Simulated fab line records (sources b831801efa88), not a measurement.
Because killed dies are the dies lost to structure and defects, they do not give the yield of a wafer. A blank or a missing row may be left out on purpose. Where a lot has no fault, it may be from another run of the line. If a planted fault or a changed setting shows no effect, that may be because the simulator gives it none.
Comparing a struck lot with a sound one + flow sky130 + 14 out of 708 route steps
Sound: the wafers L558.1, L558.2, L558.6. Struck: wafers L548.1, L548.4, L548.5. The cause is named last.
For every step that has rows: the tool of each side, followed by ch and its chambers, followed by its first start. Under that, the readings that differ: sound wafers + struck wafers + difference of the means + sigmas: that difference in standard deviations of wafers without a fault.
alike: same words and numbers on both sides, and readings whose means sit less than 2 such deviations apart. not compared: any withheld reading, any reading some wafer has no value for, any bound like >300 that may hide the same value, and any number with overlapping values for which the record gives no deviation.
The two part at a step that has a row with sigmas, a row that says differs or no value, or rows on one side only. Numbers that don't overlap but have no deviation are shown without sigmas and don't part them. A reading missing from all wafers of one side parts the sides only when that side holds two or more wafers.

first, 2 steps without rows for these wafers: SKY_PWDE_PEB_05; SKY_PWDE_DEVELOP_06 (develop time 60 s).
SKY_PWDE_OVL_MEAS_07:
  sound on overlay-02 at day 8 12:10; struck on overlay-01 at day 6 08:36
  alike: PWDE_OVL
then, 1 step without rows for these wafers: SKY_PWDE_IMPLANT_08.
SKY_PWDE_STRIP_09: strips in O2/N2.
  sound on plasma asher-01 ch 0,1, day 8 12:21; struck on plasma asher-03 ch 0,1, day 6 08:47
  alike: drypump motor current A, n2 flow sccm, oes product au, strip time to endpoint s
  not compared: rf hours counter h
SKY_PWDE_TW_MEAS_10:
  sound on film metro-01 at day 8 12:27; struck on film metro-02 at day 6 08:53
| reading | sound       | struck      | difference | sigmas |
|---------|-------------|-------------|------------|--------|
| PWDE_TW | 384 384 383 | 373 373 372 | -11        | -2     |
then, 6 steps without rows for these wafers: SKY_NWELL_DEHYDRATE_03 (time 60 s); SKY_NWELL_HMDS_04 (prime time 60 s); SKY_NWELL_COAT_05 (resist thk 3000 nm); SKY_NWELL_SOFTBAKE_06; SKY_NWELL_EXPOSE_07 (exposes mask NWM, target cd 840 nm); SKY_NWELL_PEB_08.
SKY_NWELL_DEVELOP_09: develop time 60 s.
  struck on litho track-01, day 7 03:00; sound on litho track-04 ch 0, day 9 09:00
  no value came back on the struck wafers for chill plate temp C (C), develop time s (s); on the sound wafers chill plate temp C (C) reads 23.10 22.99 23.16
SKY_NWELL_OVL_MEAS_10:
  sound on overlay-02 at day 9 09:11; struck on overlay-01 at day 7 03:35
| reading           | sound       | struck | difference                    | sigmas |
|-------------------|-------------|--------|-------------------------------|--------|
| NWELL_00_OVL (nm) | 0.1 1.8 0.2 | - - -  | no value on the struck wafers |        |

== WHERE THEY PART ==
Last at SKY_NWELL_OVL_MEAS_10 as far as this record goes, first at SKY_PWDE_TW_MEAS_10.

WHY: what the simulator had put in
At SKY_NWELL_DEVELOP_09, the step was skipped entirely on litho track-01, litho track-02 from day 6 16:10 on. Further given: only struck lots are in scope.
